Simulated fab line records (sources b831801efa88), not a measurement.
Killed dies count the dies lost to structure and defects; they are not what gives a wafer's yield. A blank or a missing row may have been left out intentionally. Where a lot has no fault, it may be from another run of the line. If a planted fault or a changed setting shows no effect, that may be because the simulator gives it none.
fab line records	flow sky130
[record] lots = 13	wafers = 39	last_day = 50
route steps=708 shown VIA3@589 METAL5@663 PASSIVATION@693 PAD_OPEN@702
lots that met no fault: from a run of the same line without faults
start_h: hours from the record's opening day to when the first of the lot's shown wafers began	wait_h: time in hours since the lot's previous step	" the same as in the row above	L1.1+2: a row that stands for several wafers	- either no value or no given start	* or withheld: withheld	< > ~ a bound
route shown NAME@n: names a module that has steps shown in the file, with the first one's number in the route	usual: mean/standard deviation taken from wafers without a fault	same: alike in all rows	chamber/n: place in a boat	sites: the reading at each site	_std_site: the standard deviation of these	_edge_site: the outer-site mean with the inner-site mean subtracted	radius_mm: for every site, how far away it sits from the centre of the wafer	mask NAME#n: copy n	behind: the most recent tool/chamber to have shaped the wafer	hold: why the lot went on hold/how many hours it stayed there/how the hold came to an end	device: names the non-switching transistor (n, p or np)	end of line: the same wafers' tests at the end of the route	where a step has no rows: the recipe by itself	killed: count of dies lost to structure and defects at first sort (not the wafer's yield)	map: per-die view of a wafer (x killed, . not killed, _ where there is no die)
set.NAME: the setting as run; set.NAME@STEP: as run at that earlier step	model.NAME: the simulator's own value behind a step, which no gauge read
route steps across a sampled set of lots; one table per step, one row per wafer
services: the hour from which a tool's chamber was out of use, counted from the record's first day as start_h (under 0 if before that day), plus the number of hours and why
[[steps]]
[step SKY_VIA3_STRIP_16]
[recipe] chemistry = O2/N2	power_w = 1400	pressure_mtorr = 1500	platen_temp_c = withheld	o2_flow_sccm = 3000	n2_flow_sccm = 300	overash_fraction = 0.5
[usual] drypump_motor_current_A = 5.7/0.58	oes_product_au = 0.401/0.0042	strip_time_to_endpoint_s = 4.115/0.026
lot.wafer	tool	chamber	start_h	wait_h	drypump_motor_current_A	oes_product_au	rf_hours_counter_h	strip_time_to_endpoint_s
L464.1	plasma_asher-02	1	922.82	0.0	5.7	0.403	43	4.154
L464.4	"	0	"	"	6.6	0.394	-	4.123
L464.6	"	1	"	"	5.7	0.401	-	4.153
L465.1	plasma_asher-02	0	932.85	0.0	6.6	0.404	44	4.131
L465.2	"	1	"	"	5.8	0.402	44	4.115
L465.6	"	0	"	"	6.5	0.407	-	4.114
L466.3	plasma_asher-04	1	944.34	0.1	6.0	0.401	-	4.147
L466.5	"	1	"	"	6.0	0.404	-	4.147
L466.6	"	0	"	"	5.6	0.399	-	4.136
L468.3	plasma_asher-02	1	962.14	0.1	5.7	0.392	-	4.091
L468.5	"	1	"	"	5.8	0.400	-	4.112
L468.6	"	0	"	"	6.6	0.396	-	4.089
L469.1	plasma_asher-04	1	971.47	0.0	6.0	0.402	118	4.167
L469.2	"	0	"	"	5.6	0.409	118	4.131
L469.3	"	0	"	"	5.6	0.407	-	4.132
L472.2	plasma_asher-01	0	990.51	0.0	5.0	0.400	88	4.121
L472.5	"	1	"	"	4.8	0.403	-	4.098
L472.6	"	0	"	"	4.9	0.401	-	4.105
L473.3	plasma_asher-04	1	992.15	0.1	6.0	0.400	-	4.126
L473.4	"	0	"	"	5.7	0.397	-	4.153
L473.5	"	1	"	"	6.0	0.405	-	4.150
L474.2	plasma_asher-02	0	1007.01	0.0	6.6	0.403	51	4.109
L474.3	"	0	"	"	6.6	0.403	-	4.076
L474.4	"	1	"	"	5.8	0.399	-	4.108
L475.1	plasma_asher-04	0	1014.66	0.0	5.6	0.396	122	4.081
L475.4	"	1	"	"	6.0	0.404	-	4.037
L475.6	"	1	"	"	6.0	0.395	-	4.115
L476.1	plasma_asher-02	0	1015.81	0.0	6.6	0.410	52	4.142
L476.4	"	0	"	"	6.6	0.402	-	4.143
L476.5	"	1	"	"	5.7	0.404	-	4.106
L478.2	plasma_asher-02	1	1028.42	0.0	5.8	0.401	53	4.063
L478.3	"	1	"	"	5.8	0.398	-	4.102
L478.6	"	1	"	"	5.8	0.405	-	4.097
L483.2	plasma_asher-02	1	1063.07	0.0	5.8	0.397	57	4.105
L483.5	"	1	"	"	5.7	0.400	-	4.123
L483.6	"	0	"	"	6.6	0.394	-	4.126
L487.1	plasma_asher-01	0	1083.97	0.0	5.0	0.400	98	4.082
L487.2	"	1	"	"	4.8	0.403	98	4.081
L487.5	"	0	"	"	5.0	0.406	-	4.094
[step SKY_METAL5_SPUTTER_02]
[recipe] material = AlCu	target_thk_nm = 1150	power_w = 10600	time_s = 61.2	chamber_pressure_pa = 0.4
[usual] throttle_valve_pct = 30.2/0.57
lot.wafer	tool	chamber	start_h	wait_h	throttle_valve_pct
L464.1	pvd_sputter-01	-	999.27	0.0	30.2
L464.4	"	-	"	"	30.2
L464.6	"	-	"	"	29.9
L465.1	pvd_sputter-02	-	1008.97	0.0	29.6
L465.2	"	-	"	"	30.6
L465.6	"	-	"	"	30.2
L466.3	pvd_sputter-01	-	1019.86	0.0	30.4
L466.5	"	-	"	"	30.0
L466.6	"	-	"	"	30.2
L468.3	pvd_sputter-03	-	1038.20	0.0	30.7
L468.5	"	-	"	"	29.8
L468.6	"	-	"	"	29.9
L469.1	pvd_sputter-02	-	1046.33	0.0	30.7
L469.2	"	-	"	"	29.7
L469.3	"	-	"	"	30.2
L472.2	pvd_sputter-01	-	1064.14	0.0	30.2
L472.5	"	-	"	"	30.0
L472.6	"	-	"	"	30.1
L473.3	pvd_sputter-01	-	1065.91	0.0	31.4
L473.4	"	-	"	"	29.9
L473.5	"	-	"	"	31.9
L474.2	pvd_sputter-02	-	1077.54	0.0	30.6
L474.3	"	-	"	"	30.4
L474.4	"	-	"	"	29.5
L475.1	pvd_sputter-01	-	1085.57	0.0	30.0
L475.4	"	-	"	"	30.2
L475.6	"	-	"	"	29.8
L476.1	pvd_sputter-02	-	1090.15	0.0	30.2
L476.4	"	-	"	"	30.7
L476.5	"	-	"	"	30.3
L478.2	pvd_sputter-01	-	1097.45	0.0	30.1
L478.3	"	-	"	"	31.5
L478.6	"	-	"	"	30.0
L483.2	pvd_sputter-01	-	1129.15	0.0	31.4
L483.5	"	-	"	"	31.4
L483.6	"	-	"	"	29.9
L487.1	pvd_sputter-03	-	1147.05	0.0	30.0
L487.2	"	-	"	"	29.9
L487.5	"	-	"	"	29.7
[step SKY_METAL5_RS_MEAS_05]
[recipe] thk_meas_gauge = four-point-probe	reads = TiN_of_METAL5_SPUTTER_04+Ti_of_METAL5_SPUTTER_03+AlCu_of_METAL5_SPUTTER_02+TiN_of_METAL5_SPUTTER_01+Ti_of_METAL5_SPUTTER_00
[usual] METAL5_ALCU_RS = 0.02724/0.00026
lot.wafer	tool	chamber	start_h	wait_h	METAL5_ALCU_RS[ohm/sq]
L464.1	film_metro-03	-	999.39	0.0	0.02724
L464.4	"	-	"	"	0.02716
L464.6	"	-	"	"	0.02763
L465.1	film_metro-03	-	1009.08	0.0	0.02761
L465.2	"	-	"	"	0.0276
L465.6	"	-	"	"	0.02765
L466.3	film_metro-01	-	1020.03	0.1	0.02728
L466.5	"	-	"	"	0.02723
L466.6	"	-	"	"	0.02726
L468.3	film_metro-01	-	1038.36	0.1	0.02755
L468.5	"	-	"	"	0.02697
L468.6	"	-	"	"	0.02754
L469.1	film_metro-01	-	1046.45	0.0	0.02734
L469.2	"	-	"	"	0.02738
L469.3	"	-	"	"	0.02763
L472.2	film_metro-01	-	1064.28	0.0	0.02706
L472.5	"	-	"	"	0.02703
L472.6	"	-	"	"	0.02683
L473.3	film_metro-01	-	1066.07	0.1	0.02731
L473.4	"	-	"	"	0.02757
L473.5	"	-	"	"	0.02739
L474.2	film_metro-01	-	1077.68	0.0	0.02724
L474.3	"	-	"	"	0.02721
L474.4	"	-	"	"	0.02722
L475.1	film_metro-01	-	1085.69	0.0	0.02699
L475.4	"	-	"	"	0.02711
L475.6	"	-	"	"	0.02705
L476.1	film_metro-01	-	1090.27	0.0	0.02706
L476.4	"	-	"	"	0.02722
L476.5	"	-	"	"	0.02746
L478.2	film_metro-01	-	1097.58	0.0	0.02745
L478.3	"	-	"	"	0.02725
L478.6	"	-	"	"	0.02783
L483.2	film_metro-03	-	1129.29	0.0	0.0225
L483.5	"	-	"	"	0.02731
L483.6	"	-	"	"	0.02769
L487.1	film_metro-01	-	1147.17	0.0	0.02685
L487.2	"	-	"	"	0.02682
L487.5	"	-	"	"	0.0266
[step SKY_METAL5_THK_MEAS_06]
[recipe] thk_meas_gauge = xrf	reads = AlCu_of_METAL5_SPUTTER_02
[usual] METAL5_ALCU_THK = 1143/12
lot.wafer	tool	chamber	start_h	wait_h	METAL5_ALCU_THK[nm]
L464.1	film_metro-03	-	999.51	0.1	1134
L464.4	"	-	"	"	1135
L464.6	"	-	"	"	1123
L465.1	film_metro-03	-	1009.20	0.1	1124
L465.2	"	-	"	"	1121
L465.6	"	-	"	"	1120
L466.3	film_metro-01	-	1020.13	0.1	1137
L466.5	"	-	"	"	1150
L466.6	"	-	"	"	1141
L468.3	film_metro-01	-	1038.46	0.1	1137
L468.5	"	-	"	"	1154
L468.6	"	-	"	"	1132
L469.1	film_metro-01	-	1046.57	0.1	1142
L469.2	"	-	"	"	1137
L469.3	"	-	"	"	1136
L472.2	film_metro-01	-	1064.39	0.1	1151
L472.5	"	-	"	"	1152
L472.6	"	-	"	"	1164
L473.3	film_metro-01	-	1066.17	0.1	1138
L473.4	"	-	"	"	1131
L473.5	"	-	"	"	1140
L474.2	film_metro-01	-	1077.79	0.1	1143
L474.3	"	-	"	"	1145
L474.4	"	-	"	"	1137
L475.1	film_metro-01	-	1085.81	0.1	1159
L475.4	"	-	"	"	1155
L475.6	"	-	"	"	1150
L476.1	film_metro-01	-	1090.39	0.1	1151
L476.4	"	-	"	"	1146
L476.5	"	-	"	"	1134
L478.2	film_metro-01	-	1097.69	0.1	1142
L478.3	"	-	"	"	1149
L478.6	"	-	"	"	1126
L483.2	film_metro-03	-	1129.40	0.1	1383
L483.5	"	-	"	"	1145
L483.6	"	-	"	"	1130
L487.1	film_metro-01	-	1147.29	0.1	1161
L487.2	"	-	"	"	1158
L487.5	"	-	"	"	1168
[step SKY_METAL5_METAL_ETCH_15]
[recipe] target_depth_a = 12600	stop_on = SiO2	over_etch_frac = 0.2	time_s = 252	chemistry = Cl2/BCl3	resist_sidewall_deg = 86	pressure_mtorr = 10	icp_w = 900	bias_w = 48.5	Cl2_flow_sccm = 60	bcl3_flow_sccm = 30
[usual] bias_w = 48.50/0.16	drypump_motor_current_A = 5.84/0.26	he_backside_leak_sccm = 3.6/0.38	oes_product_au = 0.894/0.0053	throttle_valve_pct = 22.265/0.01
lot.wafer	tool	chamber	start_h	wait_h	bias_w	drypump_motor_current_A	he_backside_leak_sccm	oes_product_au	rf_hours_counter_h	throttle_valve_pct
L464.1	rie_metal-03	0	1022.69	0.0	48.51	5.58	6.3	0.896	15	22.254
L464.4	"	1	"	"	48.70	6.48	3.6	0.897	-	22.250
L464.6	"	0	"	"	48.76	5.56	3.3	0.899	-	22.255
L465.1	rie_metal-02	0	1032.28	0.0	48.46	5.85	3.5	0.882	19	22.257
L465.2	"	1	"	"	48.49	5.97	3.4	0.890	15	22.259
L465.6	"	0	"	"	48.46	5.87	3.6	0.898	-	22.269
L466.3	rie_metal-04	0	1042.46	0.1	48.77	5.72	3.6	0.894	-	22.268
L466.5	"	1	"	"	48.40	5.67	3.7	0.893	-	22.265
L466.6	"	0	"	"	48.67	5.71	3.5	0.895	-	22.263
L468.3	rie_metal-03	0	1060.42	0.1	48.31	5.56	3.1	0.898	-	22.274
L468.5	"	0	"	"	48.30	5.58	3.1	0.893	-	22.264
L468.6	"	1	"	"	48.41	6.46	3.5	0.889	-	22.264
L469.1	rie_metal-03	1	1068.53	0.0	48.67	6.45	3.7	0.899	13	22.269
L469.2	"	0	"	"	48.55	5.56	3.5	0.901	17	22.270
L469.3	"	0	"	"	48.70	5.56	3.5	0.894	-	22.271
L472.2	rie_metal-04	1	1085.06	0.0	48.37	5.66	3.5	0.897	19	22.266
L472.5	"	1	"	"	48.42	5.68	3.7	0.889	-	22.264
L472.6	"	0	"	"	48.36	5.71	3.5	0.894	-	22.246
L473.3	rie_metal-04	1	1086.57	0.1	48.83	5.65	3.6	0.895	-	22.244
L473.4	"	0	"	"	48.65	5.72	3.5	0.896	-	22.260
L473.5	"	1	"	"	48.88	5.66	3.6	0.891	-	22.258
L474.2	rie_metal-04	0	1098.13	0.0	48.71	5.71	3.5	0.885	1	22.285
L474.3	"	1	"	"	48.38	5.67	3.6	0.898	-	22.266
L474.4	"	0	"	"	48.66	5.72	3.4	0.901	-	22.261
L475.1	rie_metal-04	1	1105.14	0.0	48.57	5.69	3.6	0.903	21	22.267
L475.4	"	0	"	"	48.58	5.71	3.5	0.887	-	22.271
L475.6	"	1	"	"	48.44	5.66	3.4	0.891	-	22.259
L476.1	rie_metal-04	0	1110.37	0.1	48.60	5.72	3.7	0.900	2	22.290
L476.4	"	0	"	"	48.15	5.69	3.6	0.885	-	22.258
L476.5	"	0	"	"	48.19	5.70	3.7	0.893	-	22.267
L478.2	rie_metal-03	0	1117.34	0.0	48.57	5.54	3.4	0.905	20	22.264
L478.3	"	0	"	"	48.50	5.57	3.3	0.887	-	22.251
L478.6	"	1	"	"	48.36	6.50	3.7	0.889	-	22.282
L483.2	rie_metal-04	0	1147.74	0.0	48.64	5.73	3.5	0.977	6	22.269
L483.5	"	0	"	"	48.46	5.70	3.6	0.888	-	22.271
L483.6	"	1	"	"	48.25	5.67	3.6	0.891	-	22.280
L487.1	rie_metal-04	1	1164.10	0.0	48.59	5.64	3.6	0.894	26	22.258
L487.2	"	0	"	"	48.60	5.71	3.5	0.894	8	22.266
L487.5	"	0	"	"	48.85	5.71	3.6	0.899	-	22.248
[step SKY_PASSIVATION_STRIP_12]
[recipe] chemistry = O2/N2	power_w = 1400	pressure_mtorr = 1500	platen_temp_c = withheld	overash_fraction = 0.7	o2_flow_sccm = 3000	n2_flow_sccm = 300
[usual] drypump_motor_current_A = 5.5/0.66	oes_product_au = 0.661/0.0045	strip_time_to_endpoint_s = 31.51/0.14
lot.wafer	tool	chamber	start_h	wait_h	drypump_motor_current_A	oes_product_au	rf_hours_counter_h	strip_time_to_endpoint_s
L464.1	plasma_asher-03	0	1046.42	0.1	5.4	0.665	32	31.60
L464.4	"	0	"	"	5.4	0.660	-	31.57
L464.6	"	0	"	"	5.4	0.663	-	31.41
L465.1	plasma_asher-02	0	1055.02	0.1	6.5	0.662	56	31.62
L465.2	"	1	"	"	5.7	0.661	56	31.40
L465.6	"	1	"	"	5.8	0.654	-	31.37
L466.3	plasma_asher-03	1	1064.97	0.1	6.4	0.666	-	31.31
L466.5	"	0	"	"	5.4	0.656	-	31.34
L466.6	"	1	"	"	6.4	0.661	-	31.55
L468.3	plasma_asher-02	0	1081.75	0.1	6.5	0.652	-	31.38
L468.5	"	1	"	"	5.7	0.663	-	31.51
L468.6	"	0	"	"	6.5	0.665	-	31.42
L469.1	plasma_asher-01	0	1090.45	0.1	5.0	0.671	98	31.36
L469.2	"	1	"	"	4.8	0.668	98	31.22
L469.3	"	0	"	"	5.0	0.661	-	31.47
L472.2	plasma_asher-02	0	1107.00	0.1	6.5	0.656	61	31.37
L472.5	"	0	"	"	6.5	0.669	-	31.51
L472.6	"	1	"	"	5.7	0.665	-	31.30
L473.3	plasma_asher-02	0	1107.65	0.1	6.6	0.658	-	31.31
L473.4	"	1	"	"	5.8	0.662	-	31.59
L473.5	"	0	"	"	6.6	0.661	-	31.46
L474.2	plasma_asher-01	1	1119.44	0.1	4.8	0.660	101	31.60
L474.3	"	1	"	"	4.8	0.664	-	31.79
L474.4	"	0	"	"	5.0	0.662	-	31.59
L475.1	plasma_asher-03	1	1126.00	0.1	6.4	0.666	39	31.71
L475.4	"	0	"	"	5.4	0.666	-	31.50
L475.6	"	0	"	"	5.4	0.662	-	31.71
L476.1	plasma_asher-03	0	1130.85	0.1	5.4	0.658	40	31.20
L476.4	"	0	"	"	5.4	0.661	-	31.19
L476.5	"	1	"	"	6.4	0.663	-	31.28
L478.2	plasma_asher-01	0	1137.92	0.1	5.0	0.656	103	31.58
L478.3	"	1	"	"	4.8	0.661	-	31.56
L478.6	"	1	"	"	4.8	0.660	-	31.56
L483.2	plasma_asher-02	1	1166.35	0.1	5.8	0.655	66	31.71
L483.5	"	1	"	"	5.7	0.660	-	31.56
L483.6	"	0	"	"	6.6	0.668	-	31.57
L487.1	plasma_asher-01	0	1181.09	0.1	5.0	0.649	107	31.48
L487.2	"	1	"	"	4.8	0.662	107	31.42
L487.5	"	1	"	"	4.8	0.663	-	31.45
[step SKY_PAD_OPEN_STRIP_08]
[recipe] chemistry = O2/N2	power_w = 1400	pressure_mtorr = 1500	platen_temp_c = withheld	overash_fraction = 0.7	o2_flow_sccm = 3000	n2_flow_sccm = 300
[usual] drypump_motor_current_A = 5.6/0.52	oes_product_au = 0.663/0.0048
lot.wafer	tool	chamber	start_h	wait_h	drypump_motor_current_A	oes_product_au	rf_hours_counter_h
L464.1	plasma_asher-01	0	1068.22	0.1	5.0	0.663	96
L464.4	"	1	"	"	4.8	0.659	-
L464.6	"	1	"	"	4.8	0.660	-
L465.1	plasma_asher-03	0	1075.84	0.1	5.4	0.668	35
L465.2	"	1	"	"	6.3	0.667	35
L465.6	"	1	"	"	6.4	0.669	-
L466.3	plasma_asher-04	0	1085.49	0.1	5.6	0.663	-
L466.5	"	0	"	"	5.6	0.661	-
L466.6	"	1	"	"	6.0	0.666	-
L468.3	plasma_asher-01	1	1101.24	0.1	4.8	0.661	-
L468.5	"	1	"	"	4.8	0.655	-
L468.6	"	0	"	"	5.0	0.655	-
L469.1	plasma_asher-03	1	1111.47	0.1	6.4	0.659	38
L469.2	"	0	"	"	5.4	0.662	38
L469.3	"	1	"	"	6.3	0.671	-
L472.2	plasma_asher-04	0	1126.94	0.1	5.7	0.667	6
L472.5	"	0	"	"	5.6	0.660	-
L472.6	"	1	"	"	6.0	0.667	-
L473.3	plasma_asher-01	0	1127.32	0.1	5.0	0.667	-
L473.4	"	1	"	"	4.8	0.664	-
L473.5	"	0	"	"	5.0	0.672	-
L474.2	plasma_asher-04	0	1138.27	0.1	5.6	0.660	7
L474.3	"	0	"	"	5.6	0.653	-
L474.4	"	1	"	"	6.0	0.667	-
L475.1	plasma_asher-03	0	1144.26	0.1	5.4	0.658	41
L475.4	"	0	"	"	5.4	0.666	-
L475.6	"	1	"	"	6.4	0.662	-
L476.1	plasma_asher-01	1	1150.21	0.1	4.8	0.669	104
L476.4	"	1	"	"	4.8	0.662	-
L476.5	"	0	"	"	5.0	0.664	-
L478.2	plasma_asher-04	0	1156.94	0.1	5.6	0.665	9
L478.3	"	0	"	"	5.7	0.663	-
L478.6	"	1	"	"	6.0	0.665	-
L483.2	plasma_asher-04	1	1183.07	0.1	6.0	0.668	11
L483.5	"	0	"	"	5.6	0.657	-
L483.6	"	1	"	"	6.0	0.661	-
L487.1	plasma_asher-01	0	1196.99	0.1	5.0	0.663	108
L487.2	"	1	"	"	4.8	0.671	108
L487.5	"	0	"	"	5.0	0.678	-
[[services]]
tool	chamber	start_h	hours	kind
pvd_sputter-03	-	907.87	2.3	repair
plasma_asher-03	-	936.56	0.6	repair
pvd_sputter-01	-	960.41	2.3	repair
plasma_asher-03	-	966.15	0.8	repair
rie_metal-03	1	980.45	8.3	repair
rie_metal-03	-	983.64	14.6	pm
pvd_sputter-01	-	1000.17	5.3	repair
rie_metal-04	0	1001.31	3.9	repair
plasma_asher-01	-	1004.45	1.8	repair
plasma_asher-04	-	1055.25	9.0	pm
plasma_asher-04	0	1055.25	9.0	vent_cycle
plasma_asher-04	1	1055.25	9.0	vent_cycle
rie_metal-04	0	1061.22	-	clean
rie_metal-04	0	1061.22	20.0	scheduled_down
rie_metal-04	0	1061.22	20.0	vent_cycle
plasma_asher-04	0	1064.25	-	clean
plasma_asher-04	1	1064.25	-	clean
rie_metal-03	-	1072.20	2.7	repair
plasma_asher-02	-	1077.38	2.8	pm
rie_metal-02	1	1088.59	1.1	repair
rie_metal-04	1	1107.58	4.5	repair
rie_metal-03	0	1126.72	19.9	repair
rie_metal-02	0	1175.25	-	clean
rie_metal-02	-	1179.55	1.2	repair
[[key]]
[first_sign] step = SKY_METAL5_RS_MEAS_05	reading = METAL5_ALCU_RS	direction = down	sigmas = 18	usual = 0.02724	struck = 0.0225
[effect] step = SKY_METAL5_THK_MEAS_06	reading = METAL5_ALCU_THK	direction = up	sigmas = 20	usual = 1143	struck = 1383
[effect] step = SKY_METAL5_METAL_ETCH_15	reading = oes_product_au	direction = up	sigmas = 16	usual = 0.894	struck = 0.977
met_at SKY_METAL5_SPUTTER_02
struck_lots L483
struck_wafers L483.2
sort_left_out L483.2
not_acting_at SKY_VIA3_STRIP_16,SKY_PASSIVATION_STRIP_12,SKY_PAD_OPEN_STRIP_08
onset_between 1097.45 1129.15
[fault] kind = process_parameter_drift	tool = pvd_sputter-01	chamber = -	onset_h = 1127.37	steps = SKY_METAL5_SPUTTER_02	channel = target_thk_nm	offset = 245.4	shape = step	end_h = 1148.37	scope = struck_wafers_only	acts_in = these_recipes_only	stated = 1150
// sort_left_out: the simulated sort isn't trusted on such a fault, so these wafers' sort isn't shown, and their yield isn't known
